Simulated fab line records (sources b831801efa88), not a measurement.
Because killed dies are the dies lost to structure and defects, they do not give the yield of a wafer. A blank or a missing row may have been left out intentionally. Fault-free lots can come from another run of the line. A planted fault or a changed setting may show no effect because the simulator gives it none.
Chamber matching + flow gf180mcu + cmp-01 running GF_V2_CMP_26: 4 sister chambers
The step polishes, stops on SiO2, t overpolish 15 s, target thk 0 nm. 8 wafers are shown with their chamber, then 7 later ones without.

WAFERS PAIRED WITH THEIR CHAMBERS
| wafer  | chamber | motor current A (A) | time to endpoint s (s) |
|--------|---------|---------------------|------------------------|
| L414.5 | 1       | 9.3                 | 83                     |
| L414.6 | 2       | 9.6                 | 85                     |
| L427.4 | 2       | 9.1                 | 83                     |
| L429.1 | 1       | 9.2                 | 86                     |
| L429.2 | 3       | 9.5                 | 79                     |
| L429.3 | 0       | 11.5                | 76                     |
| L431.2 | 3       | 10.1                | 83                     |
| L431.3 | 0       | 11.2                | 84                     |

WAFERS WITH NO CHAMBER GIVEN
| wafer  | motor current A (A) | time to endpoint s (s) |
|--------|---------------------|------------------------|
| L431.6 | 9.2                 | 86                     |
| L435.2 | 10.2                | 81                     |
| L435.4 | 8.7                 | 88                     |
| L435.6 | 11.9                | 84                     |
| L434.2 | 9.2                 | 84                     |
| L434.4 | 11.1                | 82                     |
| L434.5 | 9.9                 | 80                     |

WHICH CHAMBER EACH WENT THROUGH
| wafer  | from the rows above          | in truth |
|--------|------------------------------|----------|
| L431.6 | can't be placed: 1 or 2      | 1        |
| L435.2 | can't be placed: 3 or 2      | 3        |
| L435.4 | can't be placed: 1 or 2      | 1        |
| L435.6 | 0                            | 0        |
| L434.2 | can't be placed: 1 or 2 or 3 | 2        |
| L434.4 | 0                            | 0        |
| L434.5 | can't be placed: 3 or 2      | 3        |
Correctly placed: 2 of 7. Not placeable from these rows: 5 (in 5, the candidates include the true chamber). 0 placed wrongly.
How it was worked out, from the rows above alone: a wafer's distance from a chamber is the root of the sum, over the readings, of the square of ((its reading less the chamber's mean) divided by the reading's scatter). If the next closest chamber is less than 2 further off than the closest, the wafer can't be placed; otherwise it belongs to the closest. Each chamber's mean is taken over the wafers shown for it. The scatter: take each reading less its chamber's mean, square it, sum over the shown wafers, divide by the number of wafers less the number of chambers, and take the root.
